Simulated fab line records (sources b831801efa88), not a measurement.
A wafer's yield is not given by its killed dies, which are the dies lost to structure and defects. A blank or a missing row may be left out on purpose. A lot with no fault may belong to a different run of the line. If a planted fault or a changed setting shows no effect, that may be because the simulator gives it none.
One fault seen from 2 desks | flow gf180mcu | each desk has only its own numbers; what lay behind them comes last

## THE TOOL OWNER'S DESK: pvd sputter-01
At GF_M4_SPUTTER_04 (material TiN, target thk 50 nm, time 41.7 s) the tool's own readings: per lot run on this tool, the mean of the sampled wafers that have a number. If a lot's mean is further than 4 standard deviations from the usual mean, the lot is out of limits and carries the mark OUT (the distance appears in the brackets).
Columns: A = chamber pressure pa at GF_M4_SPUTTER_04, usual 0.3999 Pa; B = throttle valve pct at GF_M4_SPUTTER_04, usual 29.5 %
lot  | first seen here | A      | B
L325 | day 22 08:22    | 0.4001 | 29.1
L327 | day 23 00:47    | 0.3998 | 29.0
L332 | day 24 22:01    | 0.3993 | 29.5
L337 | day 26 13:13    | 0.3997 | 30.2
L339 | day 27 04:11    | 0.4002 | 29.9
This desk's verdict: no lot among the 5 shows anything out of limits.

## THE METROLOGY DESK
Means of the sampled wafers that have a number, per lot and without regard to the tool the lot ran on: this is what the gauges read. If a lot's mean is further than 4 standard deviations from the usual mean, the lot is out of limits and carries the mark OUT (the distance appears in the brackets).
Columns: A = V3_BOW at GF_V3_BOW_MEAS_05, usual 118 um; B = V3_W_RS at GF_V3_RS_MEAS_24, usual 0.326 ohm/sq; C = M4_ALCU_THK at GF_M4_THK_MEAS_06, usual 456 nm
lot  | first seen here | A   | B     | C
L325 | day 21 06:48    | 109 | 0.326 | 457
L326 | day 21 17:28    | 115 | 0.320 | 450
L327 | day 22 00:47    | 119 | 0.332 | 460
L328 | day 22 11:32    | 123 | 0.331 | 454
L329 | day 22 20:13    | 125 | 0.329 | 455
L331 | day 23 14:20    | 105 | 0.334 | 450
L332 | day 23 23:11    | 113 | 0.327 | 458
L334 | day 24 11:47    | 115 | 0.327 | 454
L335 | day 24 23:32    | 124 | 0.326 | 452
L336 | day 25 09:51    | 122 | 0.325 | 456
L337 | day 25 15:01    | 107 | 0.325 | 461
L339 | day 26 06:07    | 117 | 0.326 | 442
L343 | day 27 11:59    | 131 | 0.326 | 451
This desk's verdict: no lot among the 13 shows anything out of limits.

## ALL TOGETHER
The desk of the tool owner found nothing out of limits.
At the metrology desk, nothing out of limits was observed.

## WHAT WAS PUT IN BY THE SIMULATOR
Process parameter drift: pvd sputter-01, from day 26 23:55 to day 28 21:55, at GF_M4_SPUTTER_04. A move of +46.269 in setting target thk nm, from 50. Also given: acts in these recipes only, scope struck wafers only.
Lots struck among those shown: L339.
